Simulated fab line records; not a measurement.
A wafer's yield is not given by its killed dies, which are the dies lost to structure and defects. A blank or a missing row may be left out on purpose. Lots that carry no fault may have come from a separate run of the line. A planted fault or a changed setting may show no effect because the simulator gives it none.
Matching of chambers / flow gf180mcu / GF_V2_ETCH_16 on rie diel-02 has 4 sister chambers
The step etches BARC in N2/H2. 4 wafers are shown with their chamber, then 7 later ones without.

WAFERS, EACH WITH ITS CHAMBER
wafer=L277.4; chamber=2; drypump motor current A (A)=5.1
wafer=L285.4; chamber=3; drypump motor current A (A)=4.7
wafer=L289.1; chamber=0; drypump motor current A (A)=5.6
wafer=L289.3; chamber=1; drypump motor current A (A)=5.0

WAFERS WITH NO CHAMBER GIVEN
wafer=L289.6; drypump motor current A (A)=5.0
wafer=L292.1; drypump motor current A (A)=5.5
wafer=L292.3; drypump motor current A (A)=5.1
wafer=L292.6; drypump motor current A (A)=5.5
wafer=L293.1; drypump motor current A (A)=5.0
wafer=L293.2; drypump motor current A (A)=5.6
wafer=L293.4; drypump motor current A (A)=5.1

WHICH CHAMBER EACH ONE RAN IN
wafer=L289.6; from the rows above=can't be placed: 1 or 2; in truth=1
wafer=L292.1; from the rows above=0; in truth=0
wafer=L292.3; from the rows above=can't be placed: 2 or 1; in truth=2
wafer=L292.6; from the rows above=0; in truth=0
wafer=L293.1; from the rows above=can't be placed: 1 or 2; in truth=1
wafer=L293.2; from the rows above=0; in truth=0
wafer=L293.4; from the rows above=can't be placed: 2 or 1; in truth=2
Placed correctly: 3 of 7. Cannot be placed on the basis of these rows: 4; the candidates contain the true chamber in 4. 0 placed wrongly.
How it was worked out, from the rows above alone: a wafer's distance from a chamber is the root of the sum, over the readings, of the square of ((its reading less the chamber's mean) divided by the reading's scatter). If the next closest chamber is less than 2 further off than the closest, the wafer can't be placed; otherwise it belongs to the closest. Each chamber's mean is taken over the wafers shown for it. The scatter: root of mean squared gap, hidden wafer to nearest shown wafer, with one shown wafer a chamber.
